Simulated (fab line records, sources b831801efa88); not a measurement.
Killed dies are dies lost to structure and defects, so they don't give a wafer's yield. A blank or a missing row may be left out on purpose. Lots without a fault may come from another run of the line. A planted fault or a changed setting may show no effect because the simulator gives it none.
Which tool did it? | flow gf180mcu | 10 lots, 30 wafers sampled, at 6 steps of a route of 602

WHAT THE GAUGES READ, wafer by wafer
GF_MIM_RS_MEAS_10: measures by four-point-probe. Usual: MIM_ALCU_RS 0.1603 ohm/sq, standard deviation 0.0022.
lot  | measured     | on            | MIM_ALCU_RS (ohm/sq) | flag
L376 | day 25 06:43 | film_metro-03 | 0.1642 0.1624 0.1644 |
L377 | day 25 18:16 | film_metro-03 | 0.1602 0.1645 0.1625 |
L378 | day 26 01:33 | film_metro-03 | 0.1607 0.1612 0.1597 |
L379 | day 26 09:20 | film_metro-04 | 0.1552 0.1581 0.1557 |
L381 | day 27 05:22 | film_metro-03 | 0.1635 0.1573 0.1583 |
L387 | day 28 19:48 | film_metro-03 | 0.1613 0.1637 0.1591 |
L388 | day 28 21:51 | film_metro-01 | 0.1493 0.1497 0.1512 | OFF
L389 | day 29 06:56 | film_metro-01 | 0.1523 0.1507 0.1503 | OFF
L390 | day 29 17:49 | film_metro-04 | 0.1624 0.1619 0.1575 |
L392 | day 30 06:16 | film_metro-01 | 0.1602 0.1576 0.1569 |

GF_MIM_THK_MEAS_11: measures by xrf. Usual: MIM_ALCU_THK 197.4 nm, standard deviation 2.6.
lot  | measured     | on            | MIM_ALCU_THK (nm) | flag
L376 | day 25 06:49 | film_metro-03 | 192.6 195.6 192.6 |
L377 | day 25 18:23 | film_metro-03 | 196.5 192.8 195.9 |
L378 | day 26 01:40 | film_metro-03 | 195.9 195.9 196.6 |
L379 | day 26 09:26 | film_metro-04 | 202.8 199.6 201.7 |
L381 | day 27 05:29 | film_metro-03 | 194.2 201.4 199.8 |
L387 | day 28 19:54 | film_metro-03 | 197.1 194.8 200.7 |
L388 | day 28 21:58 | film_metro-01 | 211.5 211.7 210.2 | OFF
L389 | day 29 07:04 | film_metro-01 | 208.6 209.3 210.2 | OFF
L390 | day 29 17:55 | film_metro-04 | 193.8 194.8 200.7 |
L392 | day 30 06:23 | film_metro-01 | 198.4 200.4 201.9 |

WHICH TOOL RAN EACH LOT (tool, then ch and the chambers of the sampled wafers, then the start)
lot  | GF_M4_SPUTTER_01             | GF_V4_STRIP_18                       | GF_MIM_SPUTTER_04            | GF_MIM_SPUTTER_08
L376 | pvd_sputter-01, day 23 07:04 | plasma_asher-03 ch 0,1, day 25 04:59 | pvd_sputter-01, day 25 06:26 | pvd_sputter-04, day 25 06:37
L377 | pvd_sputter-02, day 23 19:49 | plasma_asher-03 ch 0,1, day 25 16:09 | pvd_sputter-01, day 25 18:02 | pvd_sputter-01, day 25 18:13
L378 | pvd_sputter-02, day 24 01:14 | plasma_asher-01 ch 0,1, day 25 23:46 | pvd_sputter-01, day 26 01:17 | pvd_sputter-04, day 26 01:28
L379 | pvd_sputter-02, day 24 11:16 | plasma_asher-04 ch 0,1, day 26 07:33 | pvd_sputter-01, day 26 09:02 | pvd_sputter-04, day 26 09:14
L381 | pvd_sputter-01, day 25 08:20 | plasma_asher-01 ch 0,1, day 27 03:39 | pvd_sputter-04, day 27 05:08 | pvd_sputter-03, day 27 05:19
L387 | pvd_sputter-02, day 27 00:34 | plasma_asher-01 ch 0,1, day 28 18:07 | pvd_sputter-01, day 28 19:32 | pvd_sputter-03, day 28 19:42
L388 | pvd_sputter-03, day 27 02:10 | plasma_asher-04 ch 0,1, day 28 20:11 | pvd_sputter-03, day 28 21:37 | pvd_sputter-04, day 28 21:48
L389 | pvd_sputter-03, day 27 13:54 | plasma_asher-01 ch 0,1, day 29 05:14 | pvd_sputter-01, day 29 06:43 | pvd_sputter-04, day 29 06:53
L390 | pvd_sputter-02, day 27 23:22 | plasma_asher-01 ch 0,1, day 29 16:09 | pvd_sputter-01, day 29 17:32 | pvd_sputter-03, day 29 17:43
L392 | pvd_sputter-01, day 28 12:36 | plasma_asher-03 ch 0,1, day 30 04:36 | pvd_sputter-04, day 30 06:02 | pvd_sputter-01, day 30 06:13
- GF_M4_SPUTTER_01: material TiN, target thk 30 nm, time 25 s.
- GF_V4_STRIP_18: strips in O2/N2.
- GF_MIM_SPUTTER_04: material TiN, target thk 50 nm, time 41.7 s.
- GF_MIM_SPUTTER_08: material AlCu, target thk 200 nm, time 10.6 s.

WHAT THE TOOLS THEMSELVES READ (means of the sampled wafers that have a number; where no wafer has one, the mark that the record gives instead)
GF_M4_SPUTTER_01. Usual: throttle_valve_pct 29.3 %, standard deviation 1.
lot  | tool           | throttle_valve_pct (%) | flag
L376 | pvd_sputter-01 | 28.8                   |
L377 | pvd_sputter-02 | 29.3                   |
L378 | pvd_sputter-02 | 29.3                   |
L379 | pvd_sputter-02 | 29.5                   |
L381 | pvd_sputter-01 | 29.4                   |
L387 | pvd_sputter-02 | 29.5                   |
L388 | pvd_sputter-03 | 29.7                   |
L389 | pvd_sputter-03 | 29.2                   |
L390 | pvd_sputter-02 | 30.1                   |
L392 | pvd_sputter-01 | 29.0                   |

GF_V4_STRIP_18. Usual: chamber_pressure_mTorr 1499.8 mTorr, standard deviation 1.4; drypump_motor_current_A 5.7 A, standard deviation 0.35; heater_power_w 331 W, standard deviation 21; oes_product_au 0.594 a.u., standard deviation 0.0046.
lot  | tool            | chamber_pressure_mTorr (mTorr) | drypump_motor_current_A (A) | heater_power_w (W) | oes_product_au (a.u.) | flag
L376 | plasma_asher-03 | 1500.4                         | 5.7                         | 349                | 0.594                 |
L377 | plasma_asher-03 | 1499.4                         | 6.0                         | 335                | 0.592                 |
L378 | plasma_asher-01 | 1501.3                         | 5.9                         | 331                | 0.595                 |
L379 | plasma_asher-04 | 1498.3                         | 5.2                         | 308                | 0.593                 |
L381 | plasma_asher-01 | 1500.1                         | 5.9                         | 324                | 0.594                 |
L387 | plasma_asher-01 | 1499.5                         | 5.9                         | 328                | 0.593                 |
L388 | plasma_asher-04 | 1500.1                         | 5.2                         | 305                | 0.593                 |
L389 | plasma_asher-01 | 1501.1                         | 5.9                         | 322                | 0.590                 |
L390 | plasma_asher-01 | 1500.9                         | 5.9                         | 323                | 0.594                 |
L392 | plasma_asher-03 | 1499.8                         | 5.9                         | 335                | 0.590                 |

GF_MIM_SPUTTER_04. Usual: throttle_valve_pct 29.2 %, standard deviation 0.94.
lot  | tool           | throttle_valve_pct (%) | flag
L376 | pvd_sputter-01 | 29.2                   |
L377 | pvd_sputter-01 | 27.9                   |
L378 | pvd_sputter-01 | 28.7                   |
L379 | pvd_sputter-01 | 29.0                   |
L381 | pvd_sputter-04 | 28.7                   |
L387 | pvd_sputter-01 | 28.6                   |
L388 | pvd_sputter-03 | 29.2                   |
L389 | pvd_sputter-01 | 28.7                   |
L390 | pvd_sputter-01 | 28.5                   |
L392 | pvd_sputter-04 | 29.8                   |

GF_MIM_SPUTTER_08. Usual: throttle_valve_pct 29.3 %, standard deviation 0.82.
lot  | tool           | throttle_valve_pct (%) | flag
L376 | pvd_sputter-04 | 29.6                   |
L377 | pvd_sputter-01 | 28.8                   |
L378 | pvd_sputter-04 | 29.4                   |
L379 | pvd_sputter-04 | 29.5                   |
L381 | pvd_sputter-03 | 29.2                   |
L387 | pvd_sputter-03 | 29.4                   |
L388 | pvd_sputter-04 | 28.9                   |
L389 | pvd_sputter-04 | 29.6                   |
L390 | pvd_sputter-03 | 28.9                   |
L392 | pvd_sputter-01 | 28.5                   |

THE ANSWER, worked out from the rows above alone
Rule: a lot is off if the mean of its wafers that have a number lies more than 3 standard deviations from the usual mean. A lot without any number at a reading at which 4 lots or more have one is off too. The other lots that the step has rows for count as sound. The gauges are gone through in route order, then the tools' own readings, and for those a lot's mean is taken as printed above. The first step at which some lot is off is used, and at that step the reading that is off furthest; a lot without a number counts as furthest.
Off: L388, L389, at GF_MIM_RS_MEAS_10 (MIM_ALCU_RS).
A tool fits if, at a process step before that reading, it ran every lot that is off, and no sound lot after the first of them. The gauges at GF_MIM_RS_MEAS_10 are tried like those tools. Can't be told from this: 2 tools fit, pvd_sputter-03 at GF_M4_SPUTTER_01, pvd_sputter-04 at GF_MIM_SPUTTER_08.

WHAT THE SIMULATOR HAD PUT IN
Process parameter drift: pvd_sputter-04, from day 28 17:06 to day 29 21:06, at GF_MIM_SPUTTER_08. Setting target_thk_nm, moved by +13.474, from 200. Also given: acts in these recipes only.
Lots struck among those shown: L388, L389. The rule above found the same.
